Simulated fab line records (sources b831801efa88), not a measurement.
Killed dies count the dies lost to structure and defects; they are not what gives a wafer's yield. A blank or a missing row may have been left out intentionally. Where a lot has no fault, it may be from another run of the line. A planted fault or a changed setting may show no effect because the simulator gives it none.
fab line records + flow sky130
record
- lots=6
- wafers=18
- last-day=50
route steps=708 shown SONOS_ONO@171 PAD_OPEN@708
lots untouched by any fault: they come from a run of this same line in which no faults occurred
start-h: hours from the record's first day to the start of the lot's first wafer shown + wait-h: hours elapsed since this lot's preceding step + " unchanged from the row above + L1.1+2: a row that stands for several wafers + - no value, or no start given + * or withheld: withheld + < > ~ a bound
route shown NAME@n: names a module that has steps shown in the file, with the first one's number in the route + usual: average and standard deviation across the fault-free wafers + same: alike in all rows + chamber/n: place in a boat + sites: readings site by site + _std_site: their standard deviation + _edge_site: outer sites' mean less inner sites' + radius-mm: how far each site lies from the wafer's centre + mask NAME#n: copy n + behind: the last tool/chamber to shape the wafer + hold: why the lot was held/for how many hours/how that ended + device: names the non-switching transistor (n, p or np) + end of line: at the end of the route, the tests of the same wafers + step lacking rows: just its recipe + killed: at the first sort, the dies lost to defects and structure; wafer yield is something else + map: shows each die of a wafer: x if killed, . if not, _ if none is there
set.NAME: the setting that was run; set.NAME@STEP: the one run at that earlier step + model.NAME: the simulator's own value behind a step, which no gauge read
a table for each step, a row for each wafer; lots at some steps of the route
services: from which hour (start-h, from the record's first day; less than 0 if before it) a tool's chamber was out of use, for how many hours, and why
## steps
# step SKY_SONOS_ONO_THK_MEAS_03
# recipe
- reads=Si3N4_of_SONOS_ONO_CVD_02
# usual
- SONOS_ONO_CVD_02_THK=10.51/0.14
| lot.wafer | tool          | chamber | start-h | wait-h | SONOS_ONO_CVD_02_THK[nm] |
|-----------|---------------|---------|---------|--------|--------------------------|
| L526.2    | film-metro-01 | -       | 292.37  | 0.0    | 10.46                    |
| L526.4    | "             | -       | "       | "      | 10.62                    |
| L526.5    | "             | -       | "       | "      | 10.67                    |
| L530.2    | film-metro-01 | -       | 326.49  | 0.0    | 10.45                    |
| L530.3    | "             | -       | "       | "      | 10.46                    |
| L530.4    | "             | -       | "       | "      | 10.41                    |
| L533.3    | film-metro-01 | -       | 349.55  | 0.0    | 10.67                    |
| L533.4    | "             | -       | "       | "      | 10.69                    |
| L533.5    | "             | -       | "       | "      | 10.71                    |
| L541.2    | film-metro-01 | -       | 412.00  | 0.0    | 10.57                    |
| L541.3    | "             | -       | "       | "      | 10.67                    |
| L541.5    | "             | -       | "       | "      | 10.71                    |
| L543.1    | film-metro-04 | -       | 429.44  | 0.0    | 10.41                    |
| L543.2    | "             | -       | "       | "      | 10.32                    |
| L543.6    | "             | -       | "       | "      | 10.44                    |
| L544.2    | film-metro-03 | -       | 438.57  | 0.0    | 10.49                    |
| L544.4    | "             | -       | "       | "      | 10.36                    |
| L544.6    | "             | -       | "       | "      | 10.54                    |
# step SKY_SONOS_ONO_CVD_04
# recipe
- material=SiO2
- precursor=SiH4/N2O
- target-thk-nm=5.7199
- temp-c=900
- pressure-mtorr=400
# step SKY_SONOS_ONO_THK_MEAS_05
# recipe
- reads=SiO2_of_SONOS_ONO_CVD_04
# usual
- SONOS_ONO_CVD_04_THK=5.75/0.093
| lot.wafer | tool          | chamber | start-h | wait-h | SONOS_ONO_CVD_04_THK[nm] |
|-----------|---------------|---------|---------|--------|--------------------------|
| L526.2    | film-metro-01 | -       | 293.68  | 0.0    | 5.76                     |
| L526.4    | "             | -       | "       | "      | 5.64                     |
| L526.5    | "             | -       | "       | "      | 5.71                     |
| L530.2    | film-metro-01 | -       | 327.80  | 0.0    | 5.67                     |
| L530.3    | "             | -       | "       | "      | 5.75                     |
| L530.4    | "             | -       | "       | "      | 5.64                     |
| L533.3    | film-metro-03 | -       | 350.86  | 0.0    | 5.62                     |
| L533.4    | "             | -       | "       | "      | 5.59                     |
| L533.5    | "             | -       | "       | "      | 5.67                     |
| L541.2    | film-metro-01 | -       | 413.31  | 0.0    | 5.66                     |
| L541.3    | "             | -       | "       | "      | 5.76                     |
| L541.5    | "             | -       | "       | "      | 5.58                     |
| L543.1    | film-metro-03 | -       | 430.75  | 0.0    | 5.83                     |
| L543.2    | "             | -       | "       | "      | 5.87                     |
| L543.6    | "             | -       | "       | "      | 5.87                     |
| L544.2    | film-metro-01 | -       | 439.88  | 0.0    | 5.75                     |
| L544.4    | "             | -       | "       | "      | 5.78                     |
| L544.6    | "             | -       | "       | "      | 5.67                     |
# step SKY_SONOS_ONO_DEHYDRATE_06
# recipe
- temp-c=200
- time-s=60
# step SKY_SONOS_ONO_HMDS_07
# recipe
- prime-time-s=60
- prime-temp-c=120
# step SKY_SONOS_ONO_COAT_08
# recipe
- resist=NOVOLAK
- spin-rpm=3000
- resist-thk-nm=1140
# step SKY_SONOS_ONO_SOFTBAKE_09
# recipe
- temp-c=88.76
- time-s=60
- resist=NOVOLAK
# step SKY_SONOS_ONO_EXPOSE_10
# recipe
- mask-id=ONOM
- target-cd-nm=410
- na=0.6
- source-shape=conventional
- sigma-outer=0.6
- dose-mj=150
# step SKY_SONOS_ONO_PEB_11
# recipe
- temp-c=withheld
- time-s=*
- resist=NOVOLAK
# step SKY_SONOS_ONO_DEVELOP_12
# recipe
- develop-time-s=60
- dev-temp-c=23
# step SKY_SONOS_ONO_CD_MEAS_13
# recipe
- target-cd-nm=410
# usual
- cd-nm=409.6/2
| lot.wafer | tool      | chamber | start-h | wait-h | cd-nm |
|-----------|-----------|---------|---------|--------|-------|
| L526.2    | cd-sem-01 | -       | 319.86  | 0.1    | 408.3 |
| L526.4    | "         | -       | "       | "      | 408.1 |
| L526.5    | "         | -       | "       | "      | 408.2 |
| L530.2    | cd-sem-02 | -       | 354.71  | 0.1    | 410.5 |
| L530.3    | "         | -       | "       | "      | 410.0 |
| L530.4    | "         | -       | "       | "      | 411.5 |
| L533.3    | cd-sem-01 | -       | 378.88  | 0.1    | 413.1 |
| L533.4    | "         | -       | "       | "      | 411.6 |
| L533.5    | "         | -       | "       | "      | 411.7 |
| L541.2    | cd-sem-01 | -       | 443.21  | 0.1    | 407.0 |
| L541.3    | "         | -       | "       | "      | 407.4 |
| L541.5    | "         | -       | "       | "      | 405.7 |
| L543.1    | cd-sem-02 | -       | 460.54  | 0.1    | 409.4 |
| L543.2    | "         | -       | "       | "      | 408.6 |
| L543.6    | "         | -       | "       | "      | 409.2 |
| L544.2    | cd-sem-01 | -       | 470.91  | 0.1    | 410.7 |
| L544.4    | "         | -       | "       | "      | 405.4 |
| L544.6    | "         | -       | "       | "      | 411.6 |
# step SKY_SONOS_ONO_OVL_MEAS_14
# usual
- SONOS_ONO_OVL=-0.1/1.2
| lot.wafer | tool       | chamber | start-h | wait-h | SONOS_ONO_OVL[nm] |
|-----------|------------|---------|---------|--------|-------------------|
| L526.2    | overlay-02 | -       | 319.96  | 0.1    | -0.7              |
| L526.4    | "          | -       | "       | "      | 1.2               |
| L526.5    | "          | -       | "       | "      | 0.5               |
| L530.2    | overlay-01 | -       | 354.82  | 0.1    | 1.5               |
| L530.3    | "          | -       | "       | "      | 1.3               |
| L530.4    | "          | -       | "       | "      | 1.6               |
| L533.3    | overlay-02 | -       | 378.97  | 0.1    | -1.2              |
| L533.4    | "          | -       | "       | "      | -1.1              |
| L533.5    | "          | -       | "       | "      | -1.6              |
| L541.2    | overlay-02 | -       | 443.32  | 0.1    | 0.6               |
| L541.3    | "          | -       | "       | "      | 0.9               |
| L541.5    | "          | -       | "       | "      | 2.8               |
| L543.1    | overlay-02 | -       | 460.66  | 0.1    | -2.0              |
| L543.2    | "          | -       | "       | "      | -0.9              |
| L543.6    | "          | -       | "       | "      | -1.5              |
| L544.2    | overlay-01 | -       | 471.01  | 0.1    | 0.7               |
| L544.4    | "          | -       | "       | "      | 0.0               |
| L544.6    | "          | -       | "       | "      | 0.7               |
# step SKY_SONOS_ONO_ETCH_15
# recipe
- target-depth-nm=19.52
- chemistry=CHF3/O2
- source-w=600
- bias-w=200
- pressure-mtorr=40
- chf3-flow-sccm=50
- O2_flow_sccm=5
- time-s=7.8
# usual
- O2_flow_sccm=4.999/0.014
- bias-w=200.0/0.57
- drypump-motor-current-A=5.9/0.45
- oes-product-au=1.000/0.0096
- throttle-valve-pct=8.826/0.009
| lot.wafer | tool        | chamber | start-h | wait-h | O2_flow_sccm | bias-w | drypump-motor-current-A | oes-product-au | rf-hours-counter-h | throttle-valve-pct | model.SONOS_ONO.feature-depth-nm | model.etch.depth-nm |
|-----------|-------------|---------|---------|--------|--------------|--------|-------------------------|----------------|--------------------|--------------------|----------------------------------|---------------------|
| L526.2    | rie-diel-02 | 0       | 319.99  | 0.0    | 4.982        | 200.7  | 6.2                     | 0.982          | 3                  | 8.812              | 19.08                            | 19.08               |
| L526.4    | "           | 3       | "       | "      | 5.011        | 199.6  | 5.2                     | 0.988          | 86                 | 8.827              | 19.29                            | 19.29               |
| L526.5    | "           | 3       | "       | "      | 4.995        | 199.9  | 5.2                     | 1.001          | -                  | 8.802              | 19.46                            | 19.46               |
| L530.2    | rie-diel-03 | 0       | 354.85  | 0.0    | 4.982        | 200.4  | 5.8                     | 1.008          | 8                  | 8.826              | 19.55                            | 19.55               |
| L530.3    | "           | 2       | "       | "      | 5.003        | 200.7  | 5.5                     | 1.016          | 97                 | 8.829              | 19.95                            | 19.95               |
| L530.4    | "           | 1       | "       | "      | 4.995        | 200.9  | 6.3                     | 0.999          | 64                 | 8.819              | 19.58                            | 19.58               |
| L533.3    | rie-diel-01 | 0       | 378.99  | 0.0    | 5.006        | 199.7  | 5.3                     | 0.995          | 10                 | 8.826              | 19.57                            | 19.57               |
| L533.4    | "           | 1       | "       | "      | 4.990        | 200.0  | 6.8                     | 1.004          | 44                 | 8.839              | 19.51                            | 19.51               |
| L533.5    | "           | 3       | "       | "      | 4.981        | 200.3  | 5.7                     | 1.003          | -                  | 8.823              | 19.41                            | 19.41               |
| L541.2    | rie-diel-02 | 3       | 443.35  | 0.0    | 4.994        | 242.4  | 5.1                     | 1.045          | 89                 | 8.842              | 20.78                            | 20.78               |
| L541.3    | "           | 0       | "       | "      | 4.990        | 199.9  | 6.2                     | 0.991          | 5                  | 8.837              | 19.43                            | 19.43               |
| L541.5    | "           | 3       | "       | "      | 5.014        | 242.5  | 5.1                     | 1.043          | -                  | 8.832              | 20.84                            | 20.84               |
| L543.1    | rie-diel-02 | 3       | 460.69  | 0.0    | 5.022        | 241.9  | 5.1                     | 1.036          | 89                 | 8.849              | 20.74                            | 20.74               |
| L543.2    | "           | 1       | "       | "      | 5.004        | 200.5  | 5.7                     | 0.984          | 18                 | 8.802              | 19.03                            | 19.03               |
| L543.6    | "           | 3       | "       | "      | 5.000        | 242.0  | 5.2                     | 1.032          | -                  | 8.823              | 20.59                            | 20.59               |
| L544.2    | rie-diel-03 | 0       | 471.04  | 0.0    | 5.009        | 200.3  | 5.8                     | 1.013          | 10                 | 8.841              | 19.86                            | 19.86               |
| L544.4    | "           | 1       | "       | "      | 4.990        | 200.1  | 6.3                     | 0.996          | -                  | 8.816              | 19.48                            | 19.48               |
| L544.6    | "           | 3       | "       | "      | 5.001        | 198.8  | 5.9                     | 1.014          | -                  | 8.843              | 19.86                            | 19.86               |
# step SKY_SONOS_ONO_WET_ETCH_16
# recipe
- chemistry=dHF
- target-depth-nm=14
- dry=n2-spin
- target=SiO2
- dilution=100:1
- temp-c=25
- time-s=280
# step SKY_PAD_OPEN_PROBE_99
# usual
- killed_at_M0_to_M3=43/7.3
- killed_at_M4_up=3.1/1.8
- killed-at-contacts=24/5.4
- killed-at-front-end=15/4.1
- killed-at-other=0.2/0.52
- killed-dies=86/10
- killed-open=47/7.3
- killed-short=39/6.4
# same
- gross-dies=492
- killed-at-back-side=0
| lot.wafer | tool      | chamber | start-h | wait-h | killed_at_M0_to_M3 | killed_at_M4_up | killed-at-contacts | killed-at-front-end | killed-at-other | killed-dies | killed-open | killed-short |
|-----------|-----------|---------|---------|--------|--------------------|-----------------|--------------------|---------------------|-----------------|-------------|-------------|--------------|
| L526.2    | prober-02 | -       | 1104.36 | 0.1    | 43                 | 7               | 24                 | 21                  | 0               | 95          | 55          | 39           |
| L526.4    | prober-02 | -       | 1104.46 | 0.2    | 44                 | 5               | 16                 | 18                  | 1               | 84          | 45          | 39           |
| L526.5    | prober-02 | -       | 1104.51 | 0.2    | 31                 | 1               | 24                 | 15                  | 0               | 71          | 37          | 34           |
| L541.2    | prober-01 | -       | 1185.18 | 0.1    | 40                 | 0               | 19                 | 14                  | 0               | 73          | 40          | 33           |
| L541.3    | prober-01 | -       | 1185.23 | 0.2    | 51                 | 4               | 30                 | 11                  | 0               | 96          | 57          | 39           |
| L541.5    | prober-01 | -       | 1185.33 | 0.2    | 45                 | 4               | 22                 | 13                  | 0               | 84          | 40          | 44           |
| L543.1    | prober-01 | -       | 1192.59 | 0.1    | 36                 | 1               | 27                 | 18                  | 0               | 82          | 45          | 37           |
| L543.2    | prober-01 | -       | 1192.64 | 0.1    | 46                 | 3               | 27                 | 16                  | 1               | 93          | 52          | 41           |
| L543.6    | prober-01 | -       | 1192.84 | 0.2    | 41                 | 2               | 28                 | 17                  | 0               | 88          | 45          | 42           |
| L544.2    | prober-02 | -       | 1195.56 | 0.1    | 41                 | 1               | 21                 | 9                   | 2               | 74          | 36          | 38           |
| L544.4    | prober-02 | -       | 1195.66 | 0.2    | 42                 | 2               | 19                 | 9                   | 0               | 72          | 39          | 33           |
| L544.6    | prober-02 | -       | 1195.76 | 0.2    | 40                 | 3               | 28                 | 14                  | 0               | 85          | 47          | 38           |
# killed by level:class
L526.2 VIA1:geometric-particle:open=12 LI_CONTACT:geometric-particle:open=9 CONTACT:geometric-particle:open=9 FIELD_ISO:geometric-particle:open=8 METAL2:geometric-particle:short=8 VIA3:geometric-particle:open=6 METAL4:geometric-particle:short=5 FIELD_ISO:geometric-particle:short=4
L526.4 VIA1:geometric-particle:open=13 VIA3:geometric-particle:open=8 METAL1:geometric-particle:short=6 CONTACT:geometric-particle:open=6 FIELD_ISO:geometric-particle:short=5 LI_CONTACT:geometric-particle:open=4 VIA1:geometric-particle:short=4 VIA2:geometric-particle:open=4
L526.5 CONTACT:geometric-particle:open=11 LI_CONTACT:geometric-particle:open=7 VIA1:geometric-particle:open=7 METAL2:geometric-particle:short=6 POLY_GATE:geometric-particle:open=4 METAL3:geometric-particle:short=4 METAL1:geometric-particle:short=4 FIELD_ISO:geometric-particle:open=3
L541.2 VIA2:geometric-particle:open=11 VIA1:geometric-particle:open=10 FIELD_ISO:geometric-particle:open=6 LI_CONTACT:geometric-particle:open=5 LOCAL_INTERCONNECT:geometric-particle:short=5 VIA1:geometric-particle:short=5 METAL2:geometric-particle:short=5 METAL1:geometric-particle:short=4
L541.3 VIA3:geometric-particle:open=14 CONTACT:geometric-particle:open=11 LI_CONTACT:geometric-particle:open=8 VIA1:geometric-particle:open=8 VIA2:geometric-particle:open=8 METAL2:geometric-particle:short=7 CONTACT:geometric-particle:short=4 LOCAL_INTERCONNECT:geometric-particle:short=4
L541.5 METAL1:geometric-particle:short=8 METAL2:geometric-particle:short=8 LI_CONTACT:geometric-particle:open=7 VIA1:geometric-particle:open=7 VIA2:geometric-particle:open=6 CONTACT:geometric-particle:open=5 CONTACT:geometric-particle:short=5 FIELD_ISO:geometric-particle:short=4
L543.1 LI_CONTACT:geometric-particle:open=9 CONTACT:geometric-particle:open=7 VIA2:geometric-particle:open=7 POLY_GATE:geometric-particle:short=6 POLY_GATE:geometric-particle:open=5 CONTACT:geometric-particle:short=5 VIA1:geometric-particle:open=5 METAL2:geometric-particle:short=5
L543.2 CONTACT:geometric-particle:open=14 VIA1:geometric-particle:open=12 METAL2:geometric-particle:short=6 FIELD_ISO:geometric-particle:open=5 POLY_GATE:geometric-particle:short=5 VIA2:geometric-particle:short=5 CONTACT:geometric-particle:short=4 METAL1:geometric-particle:short=4
L543.6 VIA2:geometric-particle:open=9 LOCAL_INTERCONNECT:geometric-particle:short=8 CONTACT:geometric-particle:open=7 VIA1:geometric-particle:open=6 FIELD_ISO:geometric-particle:short=5 POLY_GATE:geometric-particle:open=5 LI_CONTACT:geometric-particle:open=5 CONTACT:geometric-particle:short=5
L544.2 LI_CONTACT:geometric-particle:open=9 CONTACT:geometric-particle:open=8 METAL1:geometric-particle:short=8 VIA1:geometric-particle:open=5 VIA1:geometric-particle:short=5 METAL3:geometric-particle:short=5 FIELD_ISO:geometric-particle:short=3 VIA3:geometric-particle:open=3
L544.4 VIA2:geometric-particle:open=10 VIA1:geometric-particle:open=9 CONTACT:geometric-particle:open=6 METAL2:geometric-particle:short=6 METAL3:geometric-particle:short=4 FIELD_ISO:geometric-particle:short=4 VIA2:geometric-particle:short=4 CONTACT:geometric-particle:short=4
L544.6 CONTACT:geometric-particle:open=12 VIA2:geometric-particle:open=10 LI_CONTACT:geometric-particle:open=7 VIA1:geometric-particle:open=7 CONTACT:geometric-particle:short=5 METAL2:geometric-particle:short=5 FIELD_ISO:geometric-particle:short=4 METAL1:geometric-particle:short=4
## services
| tool        | chamber | start-h | hours | kind           |
|-------------|---------|---------|-------|----------------|
| rie-diel-03 | -       | 305.39  | 0.5   | repair         |
| rie-diel-01 | 2       | 308.46  | 3.4   | repair         |
| rie-diel-01 | 2       | 312.69  | 1.5   | repair         |
| rie-diel-01 | 3       | 338.59  | -     | clean          |
| rie-diel-01 | 3       | 338.59  | 21.1  | scheduled-down |
| rie-diel-01 | 3       | 338.59  | 21.1  | vent-cycle     |
| rie-diel-02 | 3       | 343.94  | 1.7   | repair         |
| rie-diel-03 | 0       | 360.58  | 1.2   | repair         |
| rie-diel-02 | -       | 374.27  | 0.2   | repair         |
| rie-diel-02 | 2       | 431.39  | 5.6   | repair         |
| rie-diel-01 | 2       | 441.41  | 3.4   | repair         |
| rie-diel-02 | 0       | 454.12  | 8.2   | repair         |
| rie-diel-03 | 2       | 457.84  | -     | clean          |
| rie-diel-03 | 2       | 457.84  | 14.7  | scheduled-down |
| rie-diel-03 | 2       | 457.84  | 14.7  | vent-cycle     |
| rie-diel-01 | 1       | 459.14  | 3.2   | repair         |
| rie-diel-02 | 2       | 460.60  | 13.2  | repair         |
| rie-diel-02 | 3       | 468.56  | 12.7  | repair         |
## key
first-sign
- step=SKY_SONOS_ONO_ETCH_15
- reading=bias-w
- direction=up
- sigmas=74
- usual=200.0
- struck=242.2
effect
- step=SKY_SONOS_ONO_ETCH_15
- reading=oes-product-au
- direction=up
- sigmas=4
- usual=1.000
- struck=1.039
model-effect
- step=SKY_SONOS_ONO_ETCH_15
- value=SONOS_ONO.feature-depth-nm
- without=19.42
- struck=20.74
met-at SKY_SONOS_ONO_ETCH_15
struck-wafers L541.2,L541.5,L543.1,L543.6
tester-left-out L541,L543
onset-between 319.99 443.35
fault
- kind=process-parameter-drift
- tool=rie-diel-02
- chamber=3
- onset-h=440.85
- steps=SKY_SONOS_ONO_ETCH_15
- channel=bias-w
- offset=42.392
- shape=step
- end-h=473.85
- acts-in=these-recipes-only
- stated=200
# tester-left-out: of these lots the tester's yield and bins aren't shown, on N5 and GAA mostly nor the transistor test; their killed dies are dies lost to structure and defects alone, not to doping, threshold or leakage, so they don't give the yield
